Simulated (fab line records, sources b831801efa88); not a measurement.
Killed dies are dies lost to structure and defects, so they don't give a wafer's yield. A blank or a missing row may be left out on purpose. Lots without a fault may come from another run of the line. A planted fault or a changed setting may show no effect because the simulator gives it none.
fab line records | flow sky130
record lots=6 wafers=18 last_day=49
route steps=708 shown VT_ADJUST_PCH@144 SONOS_TUNNEL@154 PAD_OPEN@708
lots that met no fault: from a run of the same line without faults
start_h: hours from the record's first day to the start of the lot's first wafer shown | wait_h: hours since the lot's step before | " the same as in the row above | L1.1+2: a row that stands for several wafers | - no value, or no start given | * or withheld: withheld | < > ~ a bound
route shown NAME@n: a module of which the file shows steps, and the number in the route of the first | usual: mean/standard deviation of fault-free wafers | same: alike in all rows | chamber/n: place in a boat | sites: the reading at each site | _std_site: their standard deviation | _edge_site: outer sites' mean less inner sites' | radius_mm: how far each site lies from the wafer's centre | mask NAME#n: copy n | behind: the tool/chamber that last shaped the wafer | hold: why the lot was held/for how many hours/how that ended | device: the transistor (n, p or np) that didn't switch | end of line: the same wafers' tests at the end of the route | a step without rows: its recipe alone | killed: dies lost to structure and defects at the first sort, not the wafer's yield | map: a wafer's dies, x killed, . not, _ none there
set.NAME: the setting as run; set.NAME@STEP: as run at that earlier step | model.NAME: the simulator's own value behind a step, which no gauge read
lots at some steps of the route; a table a step, a row a wafer
services: from which hour (start_h, from the record's first day; less than 0 if before it) a tool's chamber was out of use, for how many hours, and why
## steps
# step SKY_VT_ADJUST_PCH_HMDS_01
# recipe prime_time_s=60 prime_temp_c=120
# step SKY_VT_ADJUST_PCH_COAT_02
# recipe spin_rpm=2000 resist_thk_nm=3000
# step SKY_VT_ADJUST_PCH_SOFTBAKE_03
# recipe temp_c=110 time_s=withheld
# step SKY_VT_ADJUST_PCH_EXPOSE_04
# recipe mask_id=NWM na=0.6 source_shape=conventional sigma_outer=0.6 polarization=unpolarized target_cd_nm=840 dose_mj=255
# step SKY_VT_ADJUST_PCH_PEB_05
# recipe temp_c=115 time_s=withheld
# step SKY_VT_ADJUST_PCH_DEVELOP_06
# recipe wall_angle_deg=90 developer=TMAH develop_time_s=60 dev_temp_c=23
# step SKY_VT_ADJUST_PCH_OVL_MEAS_07
# usual VT_ADJUST_PCH_OVL=-1.4/1.4
# columns lot.wafer tool chamber start_h wait_h VT_ADJUST_PCH_OVL[nm]
L233.1 overlay-01 - 262.19 - 0.1
L233.4 " - " " -0.5
L233.6 " - " " -0.7
L234.3 overlay-02 - 264.10 - -5.9
L234.5 " - " " -2.9
L234.6 " - " " -3.4
L240.1 overlay-02 - 318.79 - -1.1
L240.2 " - " " -0.2
L240.5 " - " " -0.8
L241.1 overlay-01 - 330.80 - -1.0
L241.3 " - " " -0.8
L241.5 " - " " -0.7
L242.3 overlay-01 - 350.92 - 0.2
L242.4 " - " " -2.3
L242.5 " - " " -2.8
L243.1 overlay-01 - 353.99 - -0.4
L243.2 " - " " -0.5
L243.3 " - " " -0.2
# step SKY_VT_ADJUST_PCH_IMPLANT_08
# recipe species=B energy_kev=10 dose_cm2=5e+11 tilt_deg=withheld
# step SKY_VT_ADJUST_PCH_STRIP_09
# recipe chemistry=O2/N2 power_w=1400 pressure_mtorr=1500 platen_temp_c=withheld o2_flow_sccm=3000 n2_flow_sccm=300 overash_fraction=0.5
# usual chamber_pressure_mTorr=1500.0/1.3 drypump_motor_current_A=5.6/0.35 oes_product_au=0.722/0.004 strip_time_to_endpoint_s=36.95/0.077
# columns lot.wafer tool chamber start_h wait_h chamber_pressure_mTorr drypump_motor_current_A oes_product_au rf_hours_counter_h strip_time_to_endpoint_s
L233.1 plasma_asher-02 1 262.37 0.1 1498.8 6.1 0.725 57 37.02
L233.4 " 0 " " 1501.3 5.3 0.728 - 36.91
L233.6 " 1 " " 1498.6 6.1 0.718 - 36.96
L234.3 plasma_asher-02 0 264.31 0.1 1499.4 5.3 0.723 - 36.87
L234.5 " 1 " " 1502.3 6.1 0.722 - 36.89
L234.6 " 0 " " 1501.5 5.3 0.719 - 36.86
L240.1 plasma_asher-01 0 318.97 0.1 1501.5 5.1 0.725 51 36.93
L240.2 " 1 " " 1499.7 5.7 0.718 51 36.96
L240.5 " 0 " " 1499.3 5.1 0.722 - 36.87
L241.1 plasma_asher-01 1 330.99 0.1 1500.0 5.7 0.719 52 36.81
L241.3 " 1 " " 1499.9 5.7 0.722 - 36.84
L241.5 " 0 " " 1498.3 5.1 0.724 - 36.86
L242.3 plasma_asher-01 1 351.12 0.1 1500.7 5.7 0.725 - 36.92
L242.4 " 0 " " 1496.9 5.1 0.720 - 36.93
L242.5 " 1 " " 1501.8 5.7 0.713 - 36.91
L243.1 plasma_asher-02 0 354.17 0.1 1500.2 5.3 0.725 65 36.90
L243.2 " 1 " " 1504.5 6.1 0.716 65 36.83
L243.3 " 1 " " 1500.9 6.1 0.722 - 36.90
# step SKY_VT_ADJUST_PCH_TW_MEAS_10
# usual VT_ADJUST_PCH_TW=142.7/1.1
# columns lot.wafer tool chamber start_h wait_h VT_ADJUST_PCH_TW
L233.1 film_metro-04 - 262.47 0.1 141.8
L233.4 " - " " 141.8
L233.6 " - " " 141.9
L234.3 film_metro-04 - 264.39 0.1 142.2
L234.5 " - " " 142.6
L234.6 " - " " 142.6
L240.1 film_metro-03 - 319.07 0.1 142.7
L240.2 " - " " 141.5
L240.5 " - " " 142.4
L241.1 film_metro-02 - 331.09 0.1 142.7
L241.3 " - " " 142.6
L241.5 " - " " 141.9
L242.3 film_metro-03 - 351.21 0.1 144.5
L242.4 " - " " 144.2
L242.5 " - " " 144.3
L243.1 film_metro-03 - 354.27 0.1 144.3
L243.2 " - " " 145.4
L243.3 " - " " 143.9
# step SKY_SONOS_TUNNEL_DEHYDRATE_00
# recipe temp_c=200 time_s=60
# step SKY_SONOS_TUNNEL_HMDS_01
# recipe prime_time_s=60 prime_temp_c=120
# step SKY_SONOS_TUNNEL_COAT_02
# recipe resist=NOVOLAK spin_rpm=3000 resist_thk_nm=1140
# usual exhaust_pa=44.7/0.96
# columns lot.wafer tool chamber start_h wait_h exhaust_pa model.NOVOLAK_of_SONOS_TUNNEL_COAT_02.thk_nm
L233.1 litho_track-01 0 274.55 0.1 45.8 1091
L233.4 " 0 " " 45.6 1087
L233.6 " 0 " " 45.2 1092
L234.3 litho_track-01 0 276.15 0.1 43.6 1091
L234.5 " 0 " " 44.9 1096
L234.6 " 0 " " 45.3 1092
L240.1 litho_track-02 0 332.28 0.1 45.0 1145
L240.2 " 0 " " 43.8 1141
L240.5 " 0 " " 44.8 1144
L241.1 litho_track-03 0 344.67 0.1 45.1 1146
L241.3 " 0 " " 44.0 1143
L241.5 " 0 " " 44.0 1142
L242.3 litho_track-01 0 364.90 0.1 46.3 1137
L242.4 " 0 " " 44.6 1135
L242.5 " 0 " " 45.4 1139
L243.1 litho_track-01 0 367.90 0.1 44.1 1140
L243.2 " 0 " " 45.3 1138
L243.3 " 0 " " 43.0 1141
# step SKY_SONOS_TUNNEL_SOFTBAKE_03
# recipe temp_c=90 time_s=60 resist=NOVOLAK
# step SKY_SONOS_TUNNEL_EXPOSE_04
# recipe mask_id=TUNM na=0.6 source_shape=conventional sigma_outer=0.6 polarization=unpolarized target_cd_nm=410 dose_mj=136
# step SKY_SONOS_TUNNEL_PEB_05
# recipe temp_c=withheld time_s=* resist=NOVOLAK
# step SKY_SONOS_TUNNEL_DEVELOP_06
# recipe resist=NOVOLAK developer=TMAH develop_time_s=60 dev_temp_c=23
# usual exhaust_pa=45.0/0.82
# columns lot.wafer tool chamber start_h wait_h exhaust_pa model.NOVOLAK_of_SONOS_TUNNEL_COAT_02.thk_nm
L233.1 litho_track-01 0 287.30 0.1 45.5 1091
L233.4 " 0 " " 45.4 1086
L233.6 " 0 " " 45.0 1091
L234.3 litho_track-01 0 288.30 0.1 45.1 1091
L234.5 " 0 " " 46.2 1095
L234.6 " 0 " " 44.8 1092
L240.1 litho_track-02 0 345.98 0.1 45.5 1145
L240.2 " 0 " " 45.6 1140
L240.5 " 0 " " 46.2 1143
L241.1 litho_track-02 0 357.63 0.1 45.0 1146
L241.3 " 0 " " 44.7 1143
L241.5 " 0 " " 44.3 1142
L242.3 litho_track-03 0 379.07 0.1 45.2 1137
L242.4 " 0 " " 45.9 1135
L242.5 " 0 " " 45.3 1138
L243.1 litho_track-01 0 382.10 0.1 45.0 1140
L243.2 " 0 " " 47.1 1137
L243.3 " 0 " " 45.7 1141
# step SKY_SONOS_TUNNEL_CD_MEAS_07
# recipe target_cd_nm=410
# usual cd_nm=409.3/2.1
# columns lot.wafer tool chamber start_h wait_h cd_nm
L233.1 cd_sem-01 - 287.45 0.1 411.5
L233.4 " - " " 412.0
L233.6 " - " " 412.3
L234.3 cd_sem-01 - 288.44 0.1 414.3
L234.5 " - " " 412.7
L234.6 " - " " 412.6
L240.1 cd_sem-01 - 346.13 0.1 408.1
L240.2 " - " " 410.8
L240.5 " - " " 409.7
L241.1 cd_sem-02 - 357.78 0.1 409.5
L241.3 " - " " 410.7
L241.5 " - " " 409.5
L242.3 cd_sem-02 - 379.21 0.1 404.1
L242.4 " - " " 406.7
L242.5 " - " " 401.6
L243.1 cd_sem-01 - 382.25 0.1 407.4
L243.2 " - " " 410.4
L243.3 " - " " 408.9
# step SKY_PAD_OPEN_PROBE_99
# usual killed_at_M0_to_M3=42/6.4 killed_at_M4_up=3.0/2 killed_at_contacts=24/5.2 killed_at_front_end=14/4.2 killed_at_other=0.4/0.72 killed_dies=84/9 killed_open=46/6.6 killed_short=38/6
# same gross_dies=492 killed_at_back_side=0
# columns lot.wafer tool chamber start_h wait_h killed_at_M0_to_M3 killed_at_M4_up killed_at_contacts killed_at_front_end killed_at_other killed_dies killed_open killed_short
L233.1 prober-02 - 1109.05 0.1 42 4 18 14 0 78 39 39
L233.4 prober-02 - 1109.20 0.2 50 2 19 11 0 82 42 40
L233.6 prober-02 - 1109.30 0.2 42 3 26 28 0 99 50 49
# killed by level:class
L233.1 VIA2:geometric_particle:open=10 LI_CONTACT:geometric_particle:open=7 LOCAL_INTERCONNECT:geometric_particle:short=6 VIA3:geometric_particle:open=6 VIA3:geometric_particle:short=6 FIELD_ISO:geometric_particle:open=5 POLY_GATE:geometric_particle:short=5 VIA2:geometric_particle:short=4
L233.4 VIA1:geometric_particle:open=14 METAL2:geometric_particle:short=9 VIA2:geometric_particle:open=8 LI_CONTACT:geometric_particle:open=7 METAL1:geometric_particle:short=6 CONTACT:geometric_particle:open=4 FIELD_ISO:geometric_particle:short=3 LOCAL_INTERCONNECT:geometric_particle:short=3
L233.6 VIA2:geometric_particle:open=9 CONTACT:geometric_particle:open=8 VIA1:geometric_particle:open=8 LI_CONTACT:geometric_particle:open=7 LOCAL_INTERCONNECT:geometric_particle:short=7 FIELD_ISO:geometric_particle:short=6 POLY_GATE:geometric_particle:short=6 METAL1:geometric_particle:short=5
## services
# columns tool chamber start_h hours kind
plasma_asher-02 - 266.38 7.5 repair
plasma_asher-01 - 279.79 3.9 repair
litho_track-02 - 349.79 - consumable_replace:filter
## key
first_sign step=SKY_SONOS_TUNNEL_CD_MEAS_07 reading=cd_nm direction=up sigmas=1.5 usual=409.3 struck=412.6
effect none on later readings
model_effect step=SKY_SONOS_TUNNEL_COAT_02 value=NOVOLAK_of_SONOS_TUNNEL_COAT_02.thk_nm without=1141 struck=1091
model_effect step=SKY_SONOS_TUNNEL_DEVELOP_06 value=NOVOLAK_of_SONOS_TUNNEL_COAT_02.thk_nm without=1140 struck=1091
met_at SKY_SONOS_TUNNEL_COAT_02
struck_wafers L233.1,L233.4,L233.6,L234.3,L234.5,L234.6
tester_left_out L233,L234
fault kind=process_parameter_drift tool=litho_track-01 chamber=- onset_h=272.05 steps=SKY_SONOS_TUNNEL_COAT_02 channel=resist_thk_nm offset=-49.037 shape=step end_h=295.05 acts_in=these_recipes_only stated=1140
# tester_left_out: of these lots the tester's yield and bins aren't shown, on N5 and GAA mostly nor the transistor test; their killed dies are dies lost to structure and defects alone, not to doping, threshold or leakage, so they don't give the yield
